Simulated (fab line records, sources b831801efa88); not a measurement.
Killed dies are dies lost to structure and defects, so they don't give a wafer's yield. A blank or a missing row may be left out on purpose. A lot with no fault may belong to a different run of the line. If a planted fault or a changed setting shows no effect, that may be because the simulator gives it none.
The same fault as seen by 2 desks	flow gf180mcu	each desk holds nothing but its own numbers, with what lay behind them at the end

THE METROLOGY DESK
What the gauges read for every lot (on any tool): the sampled wafers with a number, averaged. The brackets show how far a lot's mean lies from the usual mean; more than 4 standard deviations puts the lot out of limits, marked OUT.
Columns: A = V1_BOW at GF_V1_BOW_MEAS_05, usual 85 um
lot	first seen here	A
L888	day 17 02:47	75
L889	day 17 09:50	82
L890	day 17 20:48	100
L892	day 18 15:55	89
L894	day 19 12:07	83
L895	day 19 22:41	89
L896	day 20 08:07	87
L897	day 20 19:23	80
L898	day 20 23:37	90
L899	day 21 15:33	77
L901	day 22 06:47	84
L910	day 25 02:41	84
L911	day 25 11:55	84
This desk's verdict: no lot among the 13 shows anything out of limits.

THE TOOL OWNER'S DESK: implanter-02
The tool's own readings at GF_VT_IMPLANT_IMPLANT_41, given as means over the sampled wafers that have a number, one for each lot that went through this tool. The brackets show how far a lot's mean lies from the usual mean; more than 4 standard deviations puts the lot out of limits, marked OUT.
Columns: A = beam energy keV at GF_VT_IMPLANT_IMPLANT_41, usual 69.998; B = dose ions cm2 at GF_VT_IMPLANT_IMPLANT_41, usual 1.013e+12; C = tilt deg at GF_VT_IMPLANT_IMPLANT_41, usual 7.002 degrees
lot	first seen here	A	B	C
L888	day 7 12:14	70.009	1.015e+12	6.994
L910	day 13 17:27	66.708 (-99 or more) OUT	1.013e+12	6.978
L911	day 14 02:29	66.724 (-99 or more) OUT	1.013e+12	7.029
This desk finds L910, L911 out of limits, L910 being first, at day 13 17:27 (beam energy keV at GF_VT_IMPLANT_IMPLANT_41). L888 stayed within limits.

PUT TOGETHER
On L910, L911, at day 13 17:27, an alarm was possible from the tool owner's desk.
Nothing out of limits was seen by the metrology desk.
The metrology desk holds a record of L910, L911, inside its limits.
Of the lots named, all ran GF_VT_IMPLANT_IMPLANT_41 on implanter-02.

WHAT THE SIMULATOR HAD INSERTED
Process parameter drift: implanter-02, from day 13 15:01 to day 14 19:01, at GF_VT_IMPLANT_IMPLANT_41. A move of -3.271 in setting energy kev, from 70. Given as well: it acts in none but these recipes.
Shown lots that were struck: L910, L911.
How many hours passed from the start of the fault until each desk's first out-of-limits reading: the tool owner's desk, 2.
